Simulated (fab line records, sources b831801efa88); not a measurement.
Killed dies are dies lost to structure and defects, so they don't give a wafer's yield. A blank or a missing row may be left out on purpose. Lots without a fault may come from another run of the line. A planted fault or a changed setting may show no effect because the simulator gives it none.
fab line records | flow gf180mcu
record lots=24 wafers=72 last_day=34
route steps=602 shown V2@387 V4@494 MIM@503
lots that met no fault: from a run of the same line without faults
start_h: hours from the record's first day to the start of the lot's first wafer shown | wait_h: hours since the lot's step before | " the same as in the row above | L1.1+2: a row that stands for several wafers | - no value, or no start given | * or withheld: withheld | < > ~ a bound
route shown NAME@n: a module of which the file shows steps, and the number in the route of the first | usual: mean/standard deviation of fault-free wafers | same: alike in all rows | chamber/n: place in a boat | sites: the reading at each site | _std_site: their standard deviation | _edge_site: outer sites' mean less inner sites' | radius_mm: how far each site lies from the wafer's centre | mask NAME#n: copy n | behind: the tool/chamber that last shaped the wafer | hold: why the lot was held/for how many hours/how that ended | device: the transistor (n, p or np) that didn't switch | end of line: the same wafers' tests at the end of the route | a step without rows: its recipe alone | killed: dies lost to structure and defects at the first sort, not the wafer's yield | map: a wafer's dies, x killed, . not, _ none there
set.NAME: the setting as run; set.NAME@STEP: as run at that earlier step | model.NAME: the simulator's own value behind a step, which no gauge read
steps of the route over a sample of lots; a table a step, a row a wafer
services: from which hour (start_h, from the record's first day; less than 0 if before it) a tool's chamber was out of use, for how many hours, and why
## steps
# step GF_V2_BOW_MEAS_05
# recipe mode=bow
# usual V2_BOW=99/6.8
# columns lot.wafer tool chamber start_h wait_h V2_BOW[um]
L074.1 film_metro-02 - 434.62 0.1 119
L074.2 " - " " 104
L074.3 " - " " 110
L075.1 film_metro-03 - 443.69 0.1 92
L075.2 " - " " 95
L075.5 " - " " 95
L076.1 film_metro-04 - 458.02 0.2 92
L076.4 " - " " 102
L076.5 " - " " 103
L077.1 film_metro-03 - 464.77 0.2 99
L077.2 " - " " 95
L077.6 " - " " 87
L078.1 film_metro-03 - 477.76 0.2 89
L078.3 " - " " 97
L078.6 " - " " 112
L079.2 film_metro-04 - 485.25 0.3 112
L079.4 " - " " 100
L079.5 " - " " 87
L080.1 film_metro-03 - 496.14 0.2 93
L080.5 " - " " 91
L080.6 " - " " 96
L081.3 film_metro-03 - 509.04 0.2 104
L081.4 " - " " 104
L081.5 " - " " 102
L082.2 film_metro-02 - 509.30 0.2 109
L082.4 " - " " 83
L082.5 " - " " 101
L083.2 film_metro-02 - 526.40 0.3 92
L083.5 " - " " 112
L083.6 " - " " 94
L084.2 film_metro-02 - 534.57 0.3 103
L084.5 " - " " 102
L084.6 " - " " 106
L085.1 film_metro-02 - 535.88 0.1 86
L085.4 " - " " 102
L085.6 " - " " 102
L086.1 film_metro-02 - 544.61 0.2 107
L086.2 " - " " 105
L086.3 " - " " 101
L087.3 film_metro-04 - 551.47 0.2 106
L087.4 " - " " 99
L087.6 " - " " 103
L088.1 film_metro-02 - 564.08 0.2 90
L088.4 " - " " 91
L088.6 " - " " 89
L089.1 film_metro-04 - 569.77 0.1 89
L089.4 " - " " 92
L089.6 " - " " 99
L090.4 film_metro-04 - 584.19 0.3 100
L090.5 " - " " 97
L090.6 " - " " 114
L091.1 film_metro-02 - 585.87 0.1 96
L091.4 " - " " 98
L091.6 " - " " 94
L092.1 film_metro-02 - 591.62 0.1 93
L092.3 " - " " 97
L092.5 " - " " 107
L093.3 film_metro-03 - 601.81 0.2 97
L093.4 " - " " 97
L093.5 " - " " 96
L094.3 film_metro-04 - 610.40 0.2 90
L094.5 " - " " 90
L094.6 " - " " 90
L095.1 film_metro-03 - 621.30 0.2 103
L095.3 " - " " 105
L095.6 " - " " 96
L096.2 film_metro-04 - 623.47 0.2 103
L096.3 " - " " 107
L096.5 " - " " 105
L097.1 film_metro-04 - 626.44 0.2 94
L097.5 " - " " 92
L097.6 " - " " 89
# step GF_V2_ETCH_17
# recipe chemistry=C4F8/O2/Ar mask_material=KrF target=SiO2 stop_on=TiN source_w=1500 bias_w=1200 pressure_mtorr=40 c4f8_flow_sccm=withheld O2_flow_sccm=6 Ar_flow_sccm=300 time_s=withheld target_depth_a=6300
# usual chamber_pressure_mTorr=40.00/0.037 oes_product_au=0.855/0.0044
# columns lot.wafer tool chamber start_h wait_h chamber_pressure_mTorr oes_product_au
L074.1 rie_diel-01 1 - - 39.99 0.855
L074.2 " 3 " " 40.04 0.858
L074.3 " 2 " " 39.97 0.847
L075.1 rie_diel-03 3 - - 40.02 0.855
L075.2 " 1 " " 39.97 0.859
L075.5 " 3 " " 39.92 0.855
L076.1 rie_diel-02 3 - - 39.96 0.858
L076.4 " 2 " " 40.00 0.859
L076.5 " 0 " " 40.00 0.851
L077.1 rie_diel-03 0 - - 40.02 0.855
L077.2 " 3 " " 39.98 0.852
L077.6 " 0 " " 40.00 0.846
L078.1 rie_diel-03 2 - - 40.00 0.857
L078.3 " 0 " " 40.02 0.853
L078.6 " 1 " " 40.00 0.856
L079.2 rie_diel-02 2 - - 40.01 0.851
L079.4 " 1 " " 40.05 0.858
L079.5 " 2 " " 40.01 0.859
L080.1 rie_diel-01 1 - - 40.00 0.865
L080.5 " 3 " " 39.98 0.851
L080.6 " 0 " " 40.00 0.852
L081.3 rie_diel-01 3 - - 39.96 0.861
L081.4 " 0 " " 40.01 0.850
L081.5 " 1 " " 40.04 0.849
L082.2 rie_diel-02 1 - - 39.96 0.858
L082.4 " 3 " " 39.95 0.860
L082.5 " 1 " " 40.00 0.858
L083.2 rie_diel-02 1 - - 40.06 0.859
L083.5 " 1 " " 39.98 0.863
L083.6 " 0 " " 40.02 0.852
L084.2 rie_diel-01 3 - - 40.05 0.857
L084.5 " 1 " " 39.95 0.867
L084.6 " 0 " " 39.98 0.847
L085.1 rie_diel-01 1 - - 39.99 0.858
L085.4 " 0 " " 40.04 0.856
L085.6 " 0 " " 40.00 0.857
L086.1 rie_diel-02 1 - - 39.94 0.854
L086.2 " 3 " " 40.01 0.863
L086.3 " 2 " " 39.97 0.860
L087.3 rie_diel-01 3 - - 40.05 0.859
L087.4 " 3 " " 39.98 0.851
L087.6 " 1 " " 40.02 0.862
L088.1 rie_diel-03 0 - - 39.97 0.849
L088.4 " 1 " " 39.94 0.850
L088.6 " 2 " " 39.95 0.856
L089.1 rie_diel-03 0 - - 40.02 0.854
L089.4 " 2 " " 39.99 0.853
L089.6 " 3 " " 40.01 0.853
L090.4 rie_diel-02 2 - - 40.01 0.857
L090.5 " 3 " " 40.05 0.854
L090.6 " 1 " " 39.98 0.852
L091.1 rie_diel-01 1 - - 39.99 0.859
L091.4 " 0 " " 40.01 0.855
L091.6 " 0 " " 40.03 0.862
L092.1 rie_diel-02 3 - - 39.99 0.854
L092.3 " 1 " " 39.95 0.854
L092.5 " 0 " " 40.02 0.853
L093.3 rie_diel-01 0 - - 39.92 0.859
L093.4 " 3 " " 39.96 0.851
L093.5 " 1 " " 39.98 0.854
L094.3 rie_diel-03 0 - - 40.02 0.851
L094.5 " 3 " " 40.02 0.853
L094.6 " 0 " " 40.04 0.863
L095.1 rie_diel-02 1 - - 40.11 0.854
L095.3 " 2 " " 40.04 0.859
L095.6 " 3 " " 39.94 0.861
L096.2 rie_diel-02 2 - - 39.99 0.855
L096.3 " 1 " " 40.01 0.854
L096.5 " 3 " " 39.99 0.855
L097.1 rie_diel-01 2 - - 40.03 0.855
L097.5 " 1 " " 40.02 0.856
L097.6 " 2 " " 40.00 0.848
# step GF_V4_STRIP_18
# recipe chemistry=O2/N2 power_w=1400 pressure_mtorr=1500 platen_temp_c=250 o2_flow_sccm=3000 n2_flow_sccm=300 overash_fraction=0.5
# usual chamber_pressure_mTorr=1499.9/1.5 drypump_motor_current_A=5.6/0.69 heater_power_w=328/29 o2_flow_sccm=2999/9.1 oes_product_au=0.591/0.0052
# columns lot.wafer tool chamber start_h wait_h chamber_pressure_mTorr drypump_motor_current_A heater_power_w o2_flow_sccm oes_product_au rf_hours_counter_h
L074.1 plasma_asher-01 1 557.91 - 1496.6 5.5 374 2988 0.595 97
L074.2 " 0 " " 1501.0 6.8 321 3001 0.589 97
L074.3 " 0 " " 1500.6 6.8 326 3001 0.596 -
L075.1 plasma_asher-03 0 565.71 - 1501.1 4.9 307 3002 0.582 9
L075.2 " 1 " " 1497.0 4.9 303 2992 0.584 9
L075.5 " 1 " " 1500.6 5.0 311 2994 0.590 -
L076.1 plasma_asher-03 1 578.61 - 1500.1 5.0 312 2995 0.596 10
L076.4 " 1 " " 1500.2 5.0 298 2999 0.598 -
L076.5 " 1 " " 1500.5 5.0 308 2998 0.594 -
L077.1 plasma_asher-02 1 584.51 - 1499.8 6.0 322 2992 0.591 83
L077.2 " 0 " " 1498.6 6.3 374 3015 0.588 83
L077.6 " 0 " " 1498.8 6.3 368 3007 0.588 -
L078.1 plasma_asher-03 1 599.01 - 1498.1 4.9 307 2998 0.589 12
L078.3 " 0 " " 1499.5 4.9 304 3000 0.584 -
L078.6 " 0 " " 1499.8 4.9 306 2994 0.592 -
L079.2 plasma_asher-03 1 604.46 - 1501.0 5.0 307 2996 0.596 13
L079.4 " 1 " " 1499.9 5.0 308 2981 0.593 -
L079.5 " 0 " " 1498.0 4.9 301 2993 0.580 -
L080.1 plasma_asher-03 0 612.93 - 1501.2 4.9 303 2994 0.595 14
L080.5 " 1 " " 1500.5 5.0 310 2998 0.583 -
L080.6 " 0 " " 1498.9 4.9 305 3007 0.592 -
L081.3 plasma_asher-02 0 624.39 - 1498.8 6.3 374 2999 0.595 -
L081.4 " 1 " " 1504.2 6.0 315 2981 0.588 -
L081.5 " 1 " " 1498.9 6.0 309 2995 0.593 -
L082.2 plasma_asher-01 1 624.46 - 1500.3 5.6 379 3006 0.598 104
L082.4 " 1 " " 1501.1 5.6 362 3004 0.586 -
L082.5 " 0 " " 1501.5 6.8 322 3002 0.587 -
L083.2 plasma_asher-02 0 641.08 - 1500.8 6.3 375 3005 0.582 89
L083.5 " 1 " " 1499.3 5.9 313 2990 0.595 -
L083.6 " 0 " " 1499.6 6.3 374 3001 0.595 -
L084.2 plasma_asher-02 0 649.13 - 1497.6 6.4 370 3003 0.590 90
L084.5 " 1 " " 1498.3 6.0 323 3002 0.581 -
L084.6 " 0 " " 1498.1 6.3 384 2993 0.589 -
L085.1 plasma_asher-02 1 650.06 - 1500.2 6.0 324 3020 0.580 90
L085.4 " 1 " " 1500.5 6.0 311 3019 0.594 -
L085.6 " 1 " " 1498.3 6.0 329 3014 0.597 -
L086.1 plasma_asher-03 1 654.83 - 1496.5 5.0 303 2985 0.592 18
L086.2 " 0 " " 1500.4 4.9 297 3002 0.599 18
L086.3 " 1 " " 1497.4 5.0 312 2974 0.597 -
L087.3 plasma_asher-03 1 663.99 - 1502.4 5.0 308 3008 0.593 -
L087.4 " 0 " " 1499.8 4.9 302 3001 0.586 -
L087.6 " 0 " " 1499.3 4.9 300 2996 0.598 -
L088.1 plasma_asher-01 0 671.20 - 1502.3 6.8 330 2987 0.587 109
L088.4 " 1 " " 1499.3 5.6 380 3012 0.591 -
L088.6 " 1 " " 1499.8 5.6 379 3012 0.597 -
L089.1 plasma_asher-02 0 678.26 - 1498.6 6.3 374 2987 0.590 93
L089.4 " 1 " " 1498.9 6.0 311 2996 0.587 -
L089.6 " 0 " " 1501.9 6.3 381 3007 0.591 -
L090.4 plasma_asher-03 1 690.64 - 1497.1 4.9 307 2995 0.590 -
L090.5 " 0 " " 1500.0 4.9 298 2997 0.591 -
L090.6 " 1 " " 1500.4 5.0 300 2998 0.590 -
L091.1 plasma_asher-01 1 692.68 - 1500.3 5.6 376 3009 0.591 111
L091.4 " 0 " " 1500.2 6.8 327 3003 0.599 -
L091.6 " 1 " " 1499.7 5.6 377 3002 0.595 -
L092.1 plasma_asher-01 0 698.78 - 1499.1 6.8 331 2984 0.592 112
L092.3 " 1 " " 1498.1 5.6 370 2995 0.597 -
L092.5 " 0 " " 1499.9 6.8 334 3005 0.594 -
L093.3 plasma_asher-03 1 706.14 - 1497.0 5.0 303 3009 0.592 -
L093.4 " 0 " " 1501.6 4.9 303 2985 0.595 -
L093.5 " 0 " " 1501.2 4.9 308 2999 0.597 -
L094.3 plasma_asher-01 0 712.39 - 1501.2 6.8 335 3002 0.591 -
L094.5 " 0 " " 1498.9 6.8 323 3010 0.588 -
L094.6 " 1 " " 1499.6 5.6 380 3000 0.587 -
L095.1 plasma_asher-02 0 723.10 - 1499.5 6.3 372 2985 0.595 97
L095.3 " 1 " " 1500.5 6.0 316 3005 0.595 -
L095.6 " 1 " " 1500.1 6.0 318 3008 0.581 -
L096.2 plasma_asher-03 0 725.46 - 1499.1 4.9 302 3015 0.579 26
L096.3 " 0 " " 1502.8 4.9 299 2999 0.596 -
L096.5 " 1 " " 1499.2 5.0 306 3003 0.595 -
L097.1 plasma_asher-03 0 727.16 - 1499.5 4.9 300 3005 0.588 26
L097.5 " 1 " " 1500.8 5.0 321 2988 0.593 -
L097.6 " 0 " " 1499.6 4.9 310 3011 0.602 -
# step GF_MIM_SPUTTER_00
# recipe material=Ti target_thk_nm=37.5 arriving_ion_energy_ev=80 substrate_temp_c=200 chamber_pressure_pa=2 power_w=4000 time_s=150
# usual throttle_valve_pct=30.2/0.99
# columns lot.wafer tool chamber start_h wait_h throttle_valve_pct
L074.1 pvd_sputter-02 - 559.14 0.2 30.5
L074.2 " - " " 29.4
L074.3 " - " " 29.1
L075.1 pvd_sputter-02 - 567.03 0.1 29.1
L075.2 " - " " 30.9
L075.5 " - " " 30.2
L076.1 pvd_sputter-02 - 579.87 0.2 29.1
L076.4 " - " " 30.4
L076.5 " - " " 30.5
L077.1 pvd_sputter-03 - 585.76 0.2 29.3
L077.2 " - " " 32.1
L077.6 " - " " 30.9
L078.1 pvd_sputter-04 - 600.36 0.2 29.1
L078.3 " - " " 28.9
L078.6 " - " " 28.8
L079.2 pvd_sputter-02 - 605.71 0.1 29.3
L079.4 " - " " 29.0
L079.5 " - " " 30.4
L080.1 pvd_sputter-03 - 614.17 0.2 31.9
L080.5 " - " " 31.9
L080.6 " - " " 31.2
L082.2 pvd_sputter-03 - 625.68 0.1 29.4
L082.4 " - " " 30.7
L082.5 " - " " 29.0
L081.3 pvd_sputter-02 - 625.99 0.1 30.3
L081.4 " - " " 28.9
L081.5 " - " " 30.6
L083.2 pvd_sputter-04 - 642.30 0.2 31.6
L083.5 " - " " 31.3
L083.6 " - " " 28.9
L084.2 pvd_sputter-02 - 650.35 0.2 29.1
L084.5 " - " " 30.6
L084.6 " - " " 29.3
L085.1 pvd_sputter-03 - 651.28 0.1 29.3
L085.4 " - " " 31.3
L085.6 " - " " 30.7
L086.1 pvd_sputter-03 - 656.05 0.1 31.2
L086.2 " - " " 32.0
L086.3 " - " " 31.0
L087.3 pvd_sputter-03 - 665.20 0.1 30.8
L087.4 " - " " 29.7
L087.6 " - " " 29.3
L088.1 pvd_sputter-02 - 672.44 0.2 30.4
L088.4 " - " " 29.4
L088.6 " - " " 30.5
L089.1 pvd_sputter-04 - 679.49 0.1 31.3
L089.4 " - " " 29.8
L089.6 " - " " 30.3
L090.4 pvd_sputter-03 - 691.87 0.1 30.8
L090.5 " - " " 31.8
L090.6 " - " " 31.4
L091.1 pvd_sputter-03 - 693.90 0.2 30.7
L091.4 " - " " 31.8
L091.6 " - " " 31.5
L092.1 pvd_sputter-04 - 700.00 0.2 28.9
L092.3 " - " " 31.2
L092.5 " - " " 30.1
L093.3 pvd_sputter-04 - 707.44 0.1 31.6
L093.4 " - " " 29.2
L093.5 " - " " 31.3
L094.3 pvd_sputter-04 - 713.70 0.1 30.0
L094.5 " - " " 30.2
L094.6 " - " " 29.2
L095.1 pvd_sputter-02 - 724.33 0.1 30.3
L095.3 " - " " 28.9
L095.6 " - " " 29.5
L096.2 pvd_sputter-04 - 726.71 0.2 29.9
L096.3 " - " " 29.1
L096.5 " - " " 29.0
L097.1 pvd_sputter-03 - 728.42 0.2 31.2
L097.5 " - " " 31.0
L097.6 " - " " 29.4
# step GF_MIM_SPUTTER_09
# recipe material=TiN target_thk_nm=35 power_w=6500 time_s=27.99 chamber_pressure_pa=0.4
# usual throttle_valve_pct=30.1/1
# columns lot.wafer tool chamber start_h wait_h throttle_valve_pct
L074.1 pvd_sputter-03 - 559.54 0.0 29.3
L074.2 " - " " 31.8
L074.3 " - " " 31.3
L075.1 pvd_sputter-04 - 567.43 0.0 30.2
L075.2 " - " " 29.0
L075.5 " - " " 28.8
L076.1 pvd_sputter-04 - 580.25 0.0 31.4
L076.4 " - " " 28.9
L076.5 " - " " 29.0
L077.1 pvd_sputter-02 - 586.17 0.0 29.3
L077.2 " - " " 30.5
L077.6 " - " " 29.0
L078.1 pvd_sputter-03 - 600.76 0.0 30.7
L078.3 " - " " 29.7
L078.6 " - " " 31.4
L079.2 pvd_sputter-03 - 606.13 0.0 30.9
L079.4 " - " " 31.3
L079.5 " - " " 29.5
L080.1 pvd_sputter-04 - 614.58 0.0 29.0
L080.5 " - " " 31.7
L080.6 " - " " 29.0
L082.2 pvd_sputter-03 - 626.11 0.0 29.6
L082.4 " - " " 32.1
L082.5 " - " " 30.7
L081.3 pvd_sputter-04 - 626.39 0.0 31.4
L081.4 " - " " 29.0
L081.5 " - " " 30.1
L083.2 pvd_sputter-02 - 642.68 0.0 30.2
L083.5 " - " " 29.3
L083.6 " - " " 30.4
L084.2 pvd_sputter-03 - 650.75 0.0 31.5
L084.5 " - " " 31.7
L084.6 " - " " 31.4
L085.1 pvd_sputter-04 - 651.66 0.0 29.3
L085.4 " - " " 29.1
L085.6 " - " " 31.2
L086.1 pvd_sputter-02 - 656.45 0.0 29.2
L086.2 " - " " 30.2
L086.3 " - " " 30.3
L087.3 pvd_sputter-04 - 665.59 0.0 29.0
L087.4 " - " " 29.0
L087.6 " - " " 28.8
L088.1 pvd_sputter-04 - 672.82 0.0 28.9
L088.4 " - " " 30.2
L088.6 " - " " 31.3
L089.1 pvd_sputter-02 - 679.87 0.0 30.4
L089.4 " - " " 29.4
L089.6 " - " " 30.4
L090.4 pvd_sputter-02 - 692.25 0.0 30.7
L090.5 " - " " 29.2
L090.6 " - " " 29.1
L091.1 pvd_sputter-04 - 694.28 0.0 28.9
L091.4 " - " " 31.2
L091.6 " - " " 29.0
L092.1 pvd_sputter-02 - 700.38 0.0 29.1
L092.3 " - " " 29.2
L092.5 " - " " 29.0
L093.3 pvd_sputter-03 - 707.82 0.0 32.0
L093.4 " - " " 31.1
L093.5 " - " " 29.4
L094.3 pvd_sputter-03 - 714.09 0.0 29.5
L094.5 " - " " 29.5
L094.6 " - " " 31.4
L095.1 pvd_sputter-04 - 724.73 0.0 29.1
L095.3 " - " " 31.6
L095.6 " - " " 29.1
L096.2 pvd_sputter-02 - 727.10 0.0 29.3
L096.3 " - " " 30.3
L096.5 " - " " 29.3
L097.1 pvd_sputter-04 - 728.80 0.0 31.6
L097.5 " - " " 28.8
L097.6 " - " " 31.2
# step GF_MIM_THK_MEAS_11
# recipe thk_meas_gauge=xrf reads=AlCu_of_MIM_SPUTTER_08
# usual MIM_ALCU_THK=199.3/2.1
# columns lot.wafer tool chamber start_h wait_h MIM_ALCU_THK[nm]
L074.1 film_metro-02 - 559.69 0.1 198.6
L074.2 " - " " 199.6
L074.3 " - " " 200.1
L075.1 film_metro-01 - 567.58 0.1 200.7
L075.2 " - " " 200.1
L075.5 " - " " 202.3
L076.1 film_metro-01 - 580.40 0.1 199.2
L076.4 " - " " 200.1
L076.5 " - " " 200.7
L077.1 film_metro-04 - 586.32 0.1 196.5
L077.2 " - " " 197.9
L077.6 " - " " 197.2
L078.1 film_metro-02 - 600.92 0.1 199.1
L078.3 " - " " 196.1
L078.6 " - " " 197.5
L079.2 film_metro-01 - 606.33 0.1 200.8
L079.4 " - " " 199.1
L079.5 " - " " 197.0
L080.1 film_metro-01 - 614.73 0.1 196.2
L080.5 " - " " 197.8
L080.6 " - " " 198.2
L082.2 film_metro-04 - 626.28 0.1 197.5
L082.4 " - " " 199.3
L082.5 " - " " 199.8
L081.3 film_metro-02 - 626.56 0.1 200.9
L081.4 " - " " 202.4
L081.5 " - " " 202.0
L083.2 film_metro-01 - 642.85 0.1 196.3
L083.5 " - " " 196.0
L083.6 " - " " 195.2
L084.2 film_metro-02 - 650.91 0.1 200.8
L084.5 " - " " 201.5
L084.6 " - " " 200.0
L085.1 film_metro-04 - 651.82 0.1 199.6
L085.4 " - " " 199.3
L085.6 " - " " 201.9
L086.1 film_metro-01 - 656.60 0.1 197.5
L086.2 " - " " 196.8
L086.3 " - " " 197.9
L087.3 film_metro-04 - 665.77 0.1 200.2
L087.4 " - " " 198.7
L087.6 " - " " 198.8
L088.1 film_metro-04 - 672.97 0.1 200.4
L088.4 " - " " 200.1
L088.6 " - " " 201.8
L089.1 film_metro-01 - 680.02 0.1 197.2
L089.4 " - " " 199.4
L089.6 " - " " 197.8
L090.4 film_metro-01 - 692.43 0.1 198.6
L090.5 " - " " 199.9
L090.6 " - " " 200.2
L091.1 film_metro-01 - 694.44 0.1 200.2
L091.4 " - " " 202.1
L091.6 " - " " 199.1
L092.1 film_metro-04 - 700.54 0.1 201.3
L092.3 " - " " 197.6
L092.5 " - " " 200.6
L093.3 film_metro-04 - 708.00 0.1 202.1
L093.4 " - " " 201.0
L093.5 " - " " 198.9
L094.3 film_metro-04 - 714.27 0.1 196.4
L094.5 " - " " 196.6
L094.6 " - " " 197.3
L095.1 film_metro-02 - 724.88 0.1 203.3
L095.3 " - " " 204.1
L095.6 " - " " 203.8
L096.2 film_metro-01 - 727.26 0.1 199.4
L096.3 " - " " 195.4
L096.5 " - " " 196.6
L097.1 film_metro-01 - 728.95 0.1 198.6
L097.5 " - " " 198.5
L097.6 " - " " 197.1
## services
# columns tool chamber start_h hours kind
rie_diel-01 2 442.68 5.8 repair
rie_diel-01 3 449.84 6.1 repair
rie_diel-02 2 455.69 12.8 repair
rie_diel-01 0 462.13 12.3 repair
rie_diel-01 - 478.57 2.8 pm
plasma_asher-02 - 484.02 3.1 repair
rie_diel-01 2 507.39 8.4 repair
pvd_sputter-04 - 524.05 4.8 repair
rie_diel-03 0 533.35 1.8 repair
plasma_asher-01 - 537.65 8.9 pm
pvd_sputter-04 - 543.11 1.9 repair
pvd_sputter-03 - 558.30 1.1 repair
rie_diel-03 1 569.04 7.0 repair
rie_diel-02 3 570.21 10.5 repair
rie_diel-02 0 596.00 12.0 repair
rie_diel-01 - 598.75 0.5 repair
pvd_sputter-04 - 603.30 3.1 repair
rie_diel-01 3 640.09 5.3 repair
rie_diel-01 1 643.30 2.7 repair
pvd_sputter-02 - 680.69 3.5 repair
pvd_sputter-04 - 687.99 5.2 repair
pvd_sputter-02 - 691.43 0.7 repair
pvd_sputter-02 - 693.74 4.9 repair
rie_diel-01 2 706.43 21.5 repair
## key
fault none
